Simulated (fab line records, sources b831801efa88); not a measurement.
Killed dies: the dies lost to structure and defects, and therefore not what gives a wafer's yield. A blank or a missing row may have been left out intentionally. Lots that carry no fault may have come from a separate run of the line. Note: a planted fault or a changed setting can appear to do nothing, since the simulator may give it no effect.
Comparing a struck lot with a sound one	flow sfqLine	13 steps out of a route of 325
Sound: the wafers L626.1, L626.2, L626.5. Struck: wafer L622.4 (L622.1, L622.5, from the same lot, were not struck and are left out); the cause is given at the end.
Per side, at each step with rows, come the tool, then ch with its chambers, and then its first start. Under that, the readings that differ: sound wafers	struck wafers	difference of the means	sigmas: that difference in standard deviations of wafers without a fault.
alike: words and numbers the same on both sides, and readings whose means are apart by under 2 such deviations; not compared: readings that were withheld, readings missing a value for some wafer, numbers with overlapping values and no deviation given by the record, and bounds like >300 which may hide the same value.
The two part at a step that has a row with sigmas, a row that says differs or no value, or rows on one side only. When numbers do not overlap yet have no deviation, they are printed without sigmas and do not part them. A reading that every wafer of one side lacks parts them only if that side has two wafers or more.

SFQ_INCOMING_BOW_MEAS_900:
  struck on filmMetro-04, day 3 17:00; sound on filmMetro-04, day 4 13:00
  alike: INCOMING_BOW
then, 1 step without rows for these wafers: SFQ_TRILAYER_INCOMING_OXIDATION_002 (target thk 500 nm, ox time 4939 s).
SFQ_TRILAYER_L0_DEP_SPUTTER_003: material MoNx KI, target thk 40 nm, time 100 s.
  struck on pvdSputter-03, day 3 19:29; sound on pvdSputter-04, day 4 15:29
  alike: throttleValvePct
SFQ_L0_RS_MEAS_901: a four-point-probe measurement.
  struck on filmMetro-02, day 3 19:34; sound on filmMetro-04, day 4 15:34
  alike: L0_MONX_KI_RS
SFQ_L0_THK_MEAS_902: measures by xrf.
  struck on filmMetro-02, day 3 19:41; sound on filmMetro-04, day 4 15:41
  alike: L0_MONX_KI_THK
SFQ_TRILAYER_L0_LITHO_COAT_010: resist thk 62 nm.
  sound on lithoTrack-01 ch 0, day 4 15:44; struck on lithoTrack-03 ch 0, day 3 19:44
reading	sound	struck	difference	sigmas
model.BARC_of_TRILAYER_L0_LITHO_COAT_010.thkNm (nm)	62.23 62.19 62.15	66.38	+4.19	
then, 5 steps without rows for these wafers: SFQ_TRILAYER_L0_LITHO_COAT_005 (resist thk 600 nm); SFQ_TRILAYER_L0_LITHO_SOFTBAKE_009; SFQ_TRILAYER_L0_LITHO_EXPOSE_006 (exposes mask L0, target cd 2000 nm); SFQ_TRILAYER_L0_LITHO_PEB_008 (peb time 60 s); SFQ_TRILAYER_L0_LITHO_DEVELOP_007 (time 60 s).
-- the record jumps here: 3 days lie between the struck wafers' starts before and after --
SFQ_TRILAYER_L0_BARC_OPEN_METAL_ETCH_010: etches BARC in O2, target depth 125 nm, time 41.7 s.
  sound on rieMetal-03 ch 1, day 7 17:52; struck on rieMetal-03 ch 0, day 6 15:32
reading	sound	struck	difference	sigmas
oesProductAu (a.u.)	0.695 0.677 0.679	0.708	+0.024	+5
model.etch.depthNm (nm)	62.23 62.19 62.15	66.38	+4.19	
  alike: drypumpMotorCurrentA
  not compared: rfHoursCounterH
SFQ_TRILAYER_L0_ETCH_METAL_ETCH_008: etches MoNx KI in SF6/O2, stops on SiO2, target depth 50 nm, time 25 s.
  sound on rieMetal-03 ch 1, day 7 17:59; struck on rieMetal-03 ch 0, day 6 15:35
  alike: drypumpMotorCurrentA, oesProductAu
  not compared: rfHoursCounterH

== WHERE THEY PART ==
Within this record, at SFQ_TRILAYER_L0_BARC_OPEN_METAL_ETCH_010 only. Later steps at which nothing parts them and some readings are alike: SFQ_TRILAYER_L0_ETCH_METAL_ETCH_008.

WHY: the cause the simulator had injected
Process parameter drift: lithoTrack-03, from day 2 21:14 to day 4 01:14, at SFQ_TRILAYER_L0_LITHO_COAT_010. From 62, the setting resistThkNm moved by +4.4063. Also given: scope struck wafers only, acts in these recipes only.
